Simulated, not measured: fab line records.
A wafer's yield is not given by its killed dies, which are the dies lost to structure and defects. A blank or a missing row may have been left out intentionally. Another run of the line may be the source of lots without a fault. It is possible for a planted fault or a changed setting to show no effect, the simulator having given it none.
fab line records	flow sky130	part 1 of 2: steps 1 to 29 of 40
record lots=5	wafers=15	last-day=49
route steps=708 shown SD_P@324 RES_XHIGH@332 SD_N@342 SALICIDE@361 LI_CONTACT@362
lots untouched by any fault: they come from a run of this same line in which no faults occurred
start-h: hours from the record's opening day to when the first of the lot's shown wafers began	wait-h: hours since the lot's step before	" as in the row above	L1.1+2: a single row standing in for several wafers	- no value present, or no start provided	* or withheld: withheld	< > ~ a bound
route shown NAME@n: a module of which the file shows steps, and the number in the route of the first	usual: mean/standard deviation taken from wafers without a fault	same: alike in all rows	chamber/n: place in a boat	sites: the reading at each site	_std_site: the standard deviation of these	_edge_site: the outer-site mean with the inner-site mean subtracted	radius-mm: for every site, how far away it sits from the centre of the wafer	mask NAME#n: copy n	behind: the last tool/chamber to shape the wafer	hold: the reason the lot was held/the length of the hold in hours/how it ended	device: the transistor (n, p or np) that didn't switch	end of line: the same wafers' tests at the end of the route	a step given without rows: its recipe and nothing more	killed: dies lost to structure and defects at the first sort, not the wafer's yield	map: the dies of a wafer, with x for killed, . for not killed, _ for no die there
set.NAME: setting as actually run; set.NAME@STEP: the setting as run at that earlier step	model.NAME: the simulator's own value behind a step, which no gauge read
lots seen at some steps along the route; tables by step, rows by wafer
services: from which hour (start-h, from the record's first day; less than 0 if before it) a tool's chamber was out of use, for how many hours, and why
## steps
# step SKY_SD_P_EXPOSE_04
# recipe mask-id=PSDM	na=0.6	source-shape=conventional	sigma-outer=0.6	polarization=unpolarized	target-cd-nm=380	dose-mj=138
lot.wafer	tool	chamber	start-h	wait-h	mask
L076.2+3+6	iline-stepper-02	0	-	-	PSDM#0
L082.2+4+6	iline-stepper-02	0	-	-	PSDM#0
L083.2+5+6	iline-stepper-01	0	-	-	PSDM#0
L084.1+2+3	iline-stepper-02	0	-	-	PSDM#0
L092.2+3+4	iline-stepper-02	0	-	-	PSDM#0
# step SKY_SD_P_PEB_05
# recipe temp-c=withheld	time-s=*	resist=NOVOLAK
lot.wafer	tool	chamber	start-h	wait-h
L076.2+3+6	litho-track-02	0	-	-
L082.2+4+6	litho-track-04	0	-	-
L083.2+5+6	litho-track-03	0	-	-
L084.1+2+3	litho-track-03	0	-	-
L092.2+3+4	litho-track-03	0	-	-
# step SKY_SD_P_DEVELOP_06
# recipe resist=NOVOLAK	developer=TMAH	develop-time-s=60	dev-temp-c=23
lot.wafer	tool	chamber	start-h	wait-h
L076.2+3+6	litho-track-02	0	611.60	0.1
L082.2+4+6	litho-track-04	0	665.22	0.1
L083.2+5+6	litho-track-03	0	675.67	0.1
L084.1+2+3	litho-track-03	0	678.04	0.1
L092.2+3+4	litho-track-03	0	739.32	0.1
# step SKY_SD_P_CD_MEAS_07
# recipe target-cd-nm=380
# usual cd-nm=379.3/2.4
lot.wafer	tool	chamber	start-h	wait-h	cd-nm
L076.2	cd-sem-02	-	611.75	0.1	384.7
L076.3	"	-	"	"	384.0
L076.6	"	-	"	"	385.3
L082.2	cd-sem-01	-	665.37	0.1	378.6
L082.4	"	-	"	"	379.7
L082.6	"	-	"	"	378.8
L083.2	cd-sem-02	-	675.81	0.1	379.6
L083.5	"	-	"	"	379.0
L083.6	"	-	"	"	379.6
L084.1	cd-sem-02	-	678.19	0.1	376.3
L084.2	"	-	"	"	375.7
L084.3	"	-	"	"	378.5
L092.2	cd-sem-01	-	739.46	0.1	378.5
L092.3	"	-	"	"	377.7
L092.4	"	-	"	"	378.1
# step SKY_SD_P_OVL_MEAS_08
# usual SD_P_OVL=-1.7/1.6
lot.wafer	tool	chamber	start-h	wait-h	SD_P_OVL[nm]
L076.2	overlay-02	-	611.86	0.1	-0.9
L076.3	"	-	"	"	1.0
L076.6	"	-	"	"	-1.4
L082.2	overlay-01	-	665.47	0.1	-1.8
L082.4	"	-	"	"	-1.5
L082.6	"	-	"	"	0.4
L083.2	overlay-01	-	675.92	0.1	-2.8
L083.5	"	-	"	"	-2.7
L083.6	"	-	"	"	-3.1
L084.1	overlay-02	-	678.31	0.1	1.5
L084.2	"	-	"	"	-0.1
L084.3	"	-	"	"	-1.4
L092.2	overlay-02	-	739.57	0.1	-3.5
L092.3	"	-	"	"	-2.8
L092.4	"	-	"	"	-3.7
# step SKY_SD_P_IMPLANT_09
# recipe species=BF2	energy-kev=20	dose-cm2=3e+15	tilt-deg=0
# usual beam-energy-keV=19.999/0.0067	dose-ions-cm2=2.9999e+15/2.9e+12
lot.wafer	tool	chamber	start-h	wait-h	beam-energy-keV	dose-ions-cm2
L076.2	implanter-03	0	611.91	0.0	19.999	3.0001e+15
L076.3	"	0	"	"	20.002	3.0012e+15
L076.6	"	0	"	"	19.991	2.997e+15
L082.2	implanter-04	0	665.53	0.0	20.004	3.0013e+15
L082.4	"	0	"	"	19.988	2.9997e+15
L082.6	"	0	"	"	19.994	3.0023e+15
L083.2	implanter-03	0	675.98	0.0	19.996	3.0025e+15
L083.5	"	0	"	"	20.003	3.0017e+15
L083.6	"	0	"	"	19.997	2.9988e+15
L084.1	implanter-04	0	678.35	0.0	19.997	2.9992e+15
L084.2	"	0	"	"	19.982	3.0015e+15
L084.3	"	0	"	"	19.987	3.0013e+15
L092.2	implanter-03	0	739.63	0.0	20.009	3.001e+15
L092.3	"	0	"	"	20.006	2.9959e+15
L092.4	"	0	"	"	19.998	3.003e+15
# step SKY_SD_P_STRIP_10
# recipe chemistry=O2/N2	power-w=1400	pressure-mtorr=1500	platen-temp-c=withheld	o2-flow-sccm=3000	n2-flow-sccm=300	overash-fraction=0.5
# usual drypump-motor-current-A=5.4/0.42	oes-product-au=0.618/0.0048	strip-time-to-endpoint-s=17.51/0.04
lot.wafer	tool	chamber	start-h	wait-h	drypump-motor-current-A	oes-product-au	rf-hours-counter-h	strip-time-to-endpoint-s
L076.2	plasma-asher-02	0	612.04	0.1	5.2	0.612	18	17.43
L076.3	"	0	"	"	5.2	0.626	-	17.49
L076.6	"	0	"	"	5.2	0.610	-	17.49
L082.2	plasma-asher-02	1	665.65	0.1	5.1	0.624	22	17.49
L082.4	"	0	"	"	5.2	0.612	-	17.48
L082.6	"	1	"	"	5.1	0.614	-	17.53
L083.2	plasma-asher-02	0	676.10	0.1	5.2	0.621	23	17.45
L083.5	"	0	"	"	5.2	0.616	-	17.50
L083.6	"	1	"	"	5.1	0.612	-	17.49
L084.1	plasma-asher-04	0	678.50	0.1	4.8	0.625	93	17.55
L084.2	"	1	"	"	6.1	0.625	93	17.55
L084.3	"	0	"	"	4.9	0.612	-	17.54
L092.2	plasma-asher-01	1	739.75	0.1	5.4	0.616	64	17.55
L092.3	"	0	"	"	5.9	0.620	-	17.47
L092.4	"	1	"	"	5.4	0.610	-	17.49
# step SKY_SD_P_TW_MEAS_11
# usual SD_P_TW=2807/22
lot.wafer	tool	chamber	start-h	wait-h	SD_P_TW
L076.2	film-metro-02	-	612.15	0.1	2813
L076.3	"	-	"	"	2834
L076.6	"	-	"	"	2830
L082.2	film-metro-04	-	665.76	0.1	2781
L082.4	"	-	"	"	2791
L082.6	"	-	"	"	2794
L083.2	film-metro-01	-	676.21	0.1	2822
L083.5	"	-	"	"	2832
L083.6	"	-	"	"	2819
L084.1	film-metro-02	-	678.60	0.1	2818
L084.2	"	-	"	"	2810
L084.3	"	-	"	"	2821
L092.2	film-metro-04	-	739.86	0.1	2785
L092.3	"	-	"	"	2781
L092.4	"	-	"	"	2780
# step SKY_RES_XHIGH_DEHYDRATE_00
# recipe temp-c=200	time-s=60
# usual heater-power-total-W=160.37/0.13
lot.wafer	tool	chamber	start-h	wait-h	heater-power-total-W
L076.2	litho-track-04	0	626.17	14.0	160.11
L076.3	"	0	"	"	160.31
L076.6	"	0	"	"	160.30
L082.2	litho-track-01	0	679.42	13.6	160.34
L082.4	"	0	"	"	160.54
L082.6	"	0	"	"	160.33
L083.2	litho-track-01	0	689.22	13.0	160.36
L083.5	"	0	"	"	160.30
L083.6	"	0	"	"	160.51
L084.1	litho-track-02	0	691.58	13.0	160.30
L084.2	"	0	"	"	160.33
L084.3	"	0	"	"	160.23
L092.2	litho-track-02	0	753.06	13.2	160.15
L092.3	"	0	"	"	160.32
L092.4	"	0	"	"	160.56
# step SKY_RES_XHIGH_HMDS_01
# recipe prime-time-s=60	prime-temp-c=120
lot.wafer	tool	chamber	start-h	wait-h
L076.2+3+6	litho-track-04	0	626.32	0.1
L082.2+4+6	litho-track-01	0	679.57	0.1
L083.2+5+6	litho-track-01	0	689.37	0.1
L084.1+2+3	litho-track-02	0	691.73	0.1
L092.2+3+4	litho-track-02	0	753.21	0.1
# step SKY_RES_XHIGH_COAT_02
# recipe resist=NOVOLAK	spin-rpm=3000	resist-thk-nm=1140
lot.wafer	tool	chamber	start-h	wait-h
L076.2+3+6	litho-track-04	0	626.47	0.1
L082.2+4+6	litho-track-01	0	679.72	0.1
L083.2+5+6	litho-track-01	0	689.52	0.1
L084.1+2+3	litho-track-02	0	691.88	0.1
L092.2+3+4	litho-track-02	0	753.36	0.1
# step SKY_RES_XHIGH_SOFTBAKE_03
# recipe temp-c=90	time-s=60	resist=NOVOLAK
# usual heater-power-total-W=56.60/0.046
lot.wafer	tool	chamber	start-h	wait-h	heater-power-total-W
L076.2	litho-track-04	0	626.62	0.1	56.65
L076.3	"	0	"	"	56.56
L076.6	"	0	"	"	56.54
L082.2	litho-track-01	0	679.87	0.1	56.56
L082.4	"	0	"	"	56.55
L082.6	"	0	"	"	56.63
L083.2	litho-track-01	0	689.67	0.1	56.67
L083.5	"	0	"	"	56.61
L083.6	"	0	"	"	56.53
L084.1	litho-track-02	0	692.03	0.1	56.57
L084.2	"	0	"	"	56.63
L084.3	"	0	"	"	56.65
L092.2	litho-track-02	0	753.51	0.1	56.55
L092.3	"	0	"	"	56.61
L092.4	"	0	"	"	56.57
# step SKY_RES_XHIGH_EXPOSE_04
# recipe mask-id=URPM	na=0.6	source-shape=conventional	sigma-outer=0.6	polarization=unpolarized	target-cd-nm=1270	dose-mj=140
lot.wafer	tool	chamber	start-h	wait-h	mask
L076.2+3+6	iline-stepper-01	0	-	-	URPM#0
L082.2+4+6	iline-stepper-01	0	-	-	URPM#0
L083.2+5+6	iline-stepper-02	0	-	-	URPM#0
L084.1+2+3	iline-stepper-01	0	-	-	URPM#0
L092.2+3+4	iline-stepper-02	0	-	-	URPM#0
# step SKY_RES_XHIGH_PEB_05
# recipe temp-c=withheld	time-s=*	resist=NOVOLAK
lot.wafer	tool	chamber	start-h	wait-h
L076.2+3+6	litho-track-04	0	-	-
L082.2+4+6	litho-track-01	0	-	-
L083.2+5+6	litho-track-02	0	-	-
L084.1+2+3	litho-track-01	0	-	-
L092.2+3+4	litho-track-02	0	-	-
# step SKY_RES_XHIGH_DEVELOP_06
# recipe resist=NOVOLAK	developer=TMAH	develop-time-s=60	dev-temp-c=23
lot.wafer	tool	chamber	start-h	wait-h
L076.2+3+6	litho-track-04	0	640.82	0.1
L082.2+4+6	litho-track-01	0	693.92	0.1
L083.2+5+6	litho-track-02	0	703.91	0.1
L084.1+2+3	litho-track-01	0	706.04	0.1
L092.2+3+4	litho-track-02	0	767.16	0.1
# step SKY_RES_XHIGH_IMPLANT_07
# recipe species=BF2	energy-kev=20	dose-cm2=3.6e+14	tilt-deg=0
# usual beam-energy-keV=20.000/0.0062	dose-ions-cm2=3.6e+14/4.3e+11
lot.wafer	tool	chamber	start-h	wait-h	beam-energy-keV	dose-ions-cm2
L076.2	implanter-03	0	640.97	0.1	19.992	3.594e+14
L076.3	"	0	"	"	19.997	3.6e+14
L076.6	"	0	"	"	19.996	3.601e+14
L082.2	implanter-03	0	694.07	0.1	20.002	3.6e+14
L082.4	"	0	"	"	20.004	3.599e+14
L082.6	"	0	"	"	19.992	3.598e+14
L083.2	implanter-03	0	704.06	0.1	19.998	3.604e+14
L083.5	"	0	"	"	20.005	3.605e+14
L083.6	"	0	"	"	19.992	3.611e+14
L084.1	implanter-03	0	706.19	0.1	19.998	3.593e+14
L084.2	"	0	"	"	20.005	3.599e+14
L084.3	"	0	"	"	20.003	3.591e+14
L092.2	implanter-02	0	767.31	0.1	19.997	3.599e+14
L092.3	"	0	"	"	19.998	3.602e+14
L092.4	"	0	"	"	19.994	3.596e+14
# step SKY_RES_XHIGH_STRIP_08
# recipe chemistry=O2/N2	power-w=1400	pressure-mtorr=1500	platen-temp-c=withheld	o2-flow-sccm=3000	n2-flow-sccm=300	overash-fraction=0.5
# usual drypump-motor-current-A=5.6/0.39	oes-product-au=0.711/0.0043	strip-time-to-endpoint-s=14.29/0.033
lot.wafer	tool	chamber	start-h	wait-h	drypump-motor-current-A	oes-product-au	rf-hours-counter-h	strip-time-to-endpoint-s
L076.2	plasma-asher-02	0	641.10	0.1	5.2	0.706	19	14.35
L076.3	"	1	"	"	5.1	0.712	-	14.28
L076.6	"	0	"	"	5.2	0.712	-	14.30
L082.2	plasma-asher-01	1	694.19	0.1	5.4	0.710	59	14.33
L082.4	"	0	"	"	5.9	0.706	-	14.27
L082.6	"	0	"	"	5.9	0.705	-	14.25
L083.2	plasma-asher-02	0	704.18	0.1	5.2	0.708	25	14.27
L083.5	"	1	"	"	5.1	0.711	-	14.24
L083.6	"	0	"	"	5.2	0.709	-	14.30
L084.1	plasma-asher-03	1	706.34	0.1	6.0	0.721	91	14.30
L084.2	"	0	"	"	6.1	0.717	91	14.28
L084.3	"	1	"	"	6.0	0.710	-	14.29
L092.2	plasma-asher-03	0	767.43	0.1	6.1	0.721	97	14.32
L092.3	"	1	"	"	5.9	0.702	-	14.31
L092.4	"	0	"	"	6.1	0.707	-	14.34
# step SKY_RES_XHIGH_TW_MEAS_09
# usual RES_XHIGH_TW=1637/11
lot.wafer	tool	chamber	start-h	wait-h	RES_XHIGH_TW
L076.2	film-metro-04	-	641.21	0.1	1624
L076.3	"	-	"	"	1621
L076.6	"	-	"	"	1625
L082.2	film-metro-02	-	694.30	0.1	1639
L082.4	"	-	"	"	1631
L082.6	"	-	"	"	1638
L083.2	film-metro-01	-	704.29	0.1	1649
L083.5	"	-	"	"	1647
L083.6	"	-	"	"	1648
L084.1	film-metro-02	-	706.44	0.1	1638
L084.2	"	-	"	"	1643
L084.3	"	-	"	"	1646
L092.2	film-metro-01	-	767.54	0.1	1638
L092.3	"	-	"	"	1646
L092.4	"	-	"	"	1641
# step SKY_SD_N_DEHYDRATE_00
# recipe temp-c=200	time-s=60
# usual heater-power-total-W=160.39/0.12
lot.wafer	tool	chamber	start-h	wait-h	heater-power-total-W
L076.2	litho-track-01	0	654.32	13.1	160.51
L076.3	"	0	"	"	160.48
L076.6	"	0	"	"	160.27
L082.2	litho-track-01	0	707.72	13.4	160.43
L082.4	"	0	"	"	160.57
L082.6	"	0	"	"	160.45
L083.2	litho-track-03	0	716.87	12.6	160.51
L083.5	"	0	"	"	160.52
L083.6	"	0	"	"	160.38
L084.1	litho-track-03	0	718.84	12.4	160.49
L084.2	"	0	"	"	160.36
L084.3	"	0	"	"	160.27
L092.2	litho-track-03	0	779.77	12.2	160.14
L092.3	"	0	"	"	160.30
L092.4	"	0	"	"	160.39
# step SKY_SD_N_HMDS_01
# recipe prime-time-s=60	prime-temp-c=120
lot.wafer	tool	chamber	start-h	wait-h
L076.2+3+6	litho-track-01	0	654.47	0.1
L082.2+4+6	litho-track-01	0	707.87	0.1
L083.2+5+6	litho-track-03	0	717.02	0.1
L084.1+2+3	litho-track-03	0	718.99	0.1
L092.2+3+4	litho-track-03	0	779.92	0.1
# step SKY_SD_N_COAT_02
# recipe resist=NOVOLAK	spin-rpm=3000	resist-thk-nm=1140
lot.wafer	tool	chamber	start-h	wait-h
L076.2+3+6	litho-track-01	0	654.62	0.1
L082.2+4+6	litho-track-01	0	708.02	0.1
L083.2+5+6	litho-track-03	0	717.17	0.1
L084.1+2+3	litho-track-03	0	719.14	0.1
L092.2+3+4	litho-track-03	0	780.07	0.1
# step SKY_SD_N_SOFTBAKE_03
# recipe temp-c=90	time-s=60	resist=NOVOLAK
# usual heater-power-total-W=56.59/0.046
lot.wafer	tool	chamber	start-h	wait-h	heater-power-total-W
L076.2	litho-track-01	0	654.77	0.1	56.59
L076.3	"	0	"	"	56.60
L076.6	"	0	"	"	56.54
L082.2	litho-track-01	0	708.17	0.1	56.61
L082.4	"	0	"	"	56.61
L082.6	"	0	"	"	56.63
L083.2	litho-track-03	0	717.32	0.1	56.61
L083.5	"	0	"	"	56.62
L083.6	"	0	"	"	56.56
L084.1	litho-track-03	0	719.29	0.1	56.62
L084.2	"	0	"	"	56.50
L084.3	"	0	"	"	56.52
L092.2	litho-track-03	0	780.22	0.1	56.72
L092.3	"	0	"	"	56.67
L092.4	"	0	"	"	56.56
# step SKY_SD_N_EXPOSE_04
# recipe mask-id=NSDM	na=0.6	source-shape=conventional	sigma-outer=0.6	polarization=unpolarized	target-cd-nm=380	dose-mj=141
lot.wafer	tool	chamber	start-h	wait-h	mask
L076.2+3+6	iline-stepper-01	0	-	-	NSDM#0
L082.2+4+6	iline-stepper-01	0	-	-	NSDM#0
L083.2+5+6	iline-stepper-01	0	-	-	NSDM#0
L084.1+2+3	iline-stepper-01	0	-	-	NSDM#0
L092.2+3+4	iline-stepper-02	0	-	-	NSDM#0
# step SKY_SD_N_PEB_05
# recipe temp-c=withheld	time-s=*	resist=NOVOLAK
lot.wafer	tool	chamber	start-h	wait-h
L076.2+3+6	litho-track-04	0	-	-
L082.2+4+6	litho-track-03	0	-	-
L083.2+5+6	litho-track-01	0	-	-
L084.1+2+3	litho-track-04	0	-	-
L092.2+3+4	litho-track-03	0	-	-
# step SKY_SD_N_DEVELOP_06
# recipe resist=NOVOLAK	developer=TMAH	develop-time-s=60	dev-temp-c=23
lot.wafer	tool	chamber	start-h	wait-h
L076.2+3+6	litho-track-04	0	668.82	0.1
L082.2+4+6	litho-track-03	0	721.32	0.1
L083.2+5+6	litho-track-01	0	731.17	0.1
L084.1+2+3	litho-track-04	0	733.60	0.1
L092.2+3+4	litho-track-03	0	793.87	0.1
# step SKY_SD_N_CD_MEAS_07
# recipe target-cd-nm=380
# usual cd-nm=380.1/1.9
lot.wafer	tool	chamber	start-h	wait-h	cd-nm
L076.2	cd-sem-01	-	668.97	0.1	380.0
L076.3	"	-	"	"	380.5
L076.6	"	-	"	"	379.9
L082.2	cd-sem-01	-	721.46	0.1	376.8
L082.4	"	-	"	"	375.8
L082.6	"	-	"	"	378.9
L083.2	cd-sem-02	-	731.31	0.1	382.7
L083.5	"	-	"	"	380.9
L083.6	"	-	"	"	380.6
L084.1	cd-sem-02	-	733.75	0.1	378.3
L084.2	"	-	"	"	379.3
L084.3	"	-	"	"	379.7
L092.2	cd-sem-02	-	794.02	0.1	378.6
L092.3	"	-	"	"	379.4
L092.4	"	-	"	"	380.7
# step SKY_SD_N_OVL_MEAS_08
# usual SD_N_OVL=0.8/1.1
lot.wafer	tool	chamber	start-h	wait-h	SD_N_OVL[nm]
L076.2	overlay-01	-	669.07	0.1	0.1
L076.3	"	-	"	"	-0.6
L076.6	"	-	"	"	-1.0
L082.2	overlay-02	-	721.57	0.1	0.1
L082.4	"	-	"	"	0.3
L082.6	"	-	"	"	2.2
L083.2	overlay-02	-	731.42	0.1	0.7
L083.5	"	-	"	"	0.6
L083.6	"	-	"	"	-0.6
L084.1	overlay-01	-	733.87	0.1	0.7
L084.2	"	-	"	"	1.3
L084.3	"	-	"	"	-0.3
L092.2	overlay-02	-	794.12	0.1	0.3
L092.3	"	-	"	"	3.2
L092.4	"	-	"	"	0.9
# step SKY_SD_N_IMPLANT_09
# recipe species=As	energy-kev=50	dose-cm2=4e+15	tilt-deg=0
# usual beam-energy-keV=50.000/0.016	dose-ions-cm2=4.001e+15/4.2e+12
lot.wafer	tool	chamber	start-h	wait-h	beam-energy-keV	dose-ions-cm2
L076.2	implanter-03	0	669.13	0.0	49.992	4.001e+15
L076.3	"	0	"	"	50.008	4.001e+15
L076.6	"	0	"	"	49.989	4.001e+15
L082.2	implanter-03	0	721.63	0.0	49.988	4.005e+15
L082.4	"	0	"	"	49.995	4.002e+15
L082.6	"	0	"	"	49.992	4.003e+15
L083.2	implanter-03	0	731.48	0.0	49.998	4.005e+15
L083.5	"	0	"	"	49.962	4.008e+15
L083.6	"	0	"	"	50.000	4.004e+15
L084.1	implanter-01	0	733.90	0.0	50.004	4.005e+15
L084.2	"	0	"	"	50.027	4.002e+15
L084.3	"	0	"	"	49.997	4.007e+15
L092.2	implanter-03	0	794.18	0.0	49.996	4.001e+15
L092.3	"	0	"	"	49.997	3.998e+15
L092.4	"	0	"	"	49.993	4.003e+15
# step SKY_SD_N_IMPLANT_10
# recipe species=P	energy-kev=20	dose-cm2=1e+14	tilt-deg=0
# usual beam-energy-keV=20.000/0.006	dose-ions-cm2=1.0001e+14/1e+11
lot.wafer	tool	chamber	start-h	wait-h	beam-energy-keV	dose-ions-cm2
L076.2	implanter-03	0	669.28	0.1	19.995	1.0012e+14
L076.3	"	0	"	"	19.997	9.998e+13
L076.6	"	0	"	"	20.004	9.986e+13
L082.2	implanter-03	0	721.78	0.1	19.996	1.0004e+14
L082.4	"	0	"	"	20.010	1.0017e+14
L082.6	"	0	"	"	20.000	1.0002e+14
L083.2	implanter-03	0	731.63	0.1	19.989	9.999e+13
L083.5	"	0	"	"	20.003	1.0005e+14
L083.6	"	0	"	"	19.997	9.997e+13
L084.1	implanter-01	0	734.05	0.1	20.004	9.991e+13
L084.2	"	0	"	"	20.011	1.0019e+14
L084.3	"	0	"	"	20.007	1.0009e+14
L092.2	implanter-03	0	794.33	0.1	20.009	1e+14
L092.3	"	0	"	"	20.002	1.0008e+14
L092.4	"	0	"	"	19.999	9.987e+13
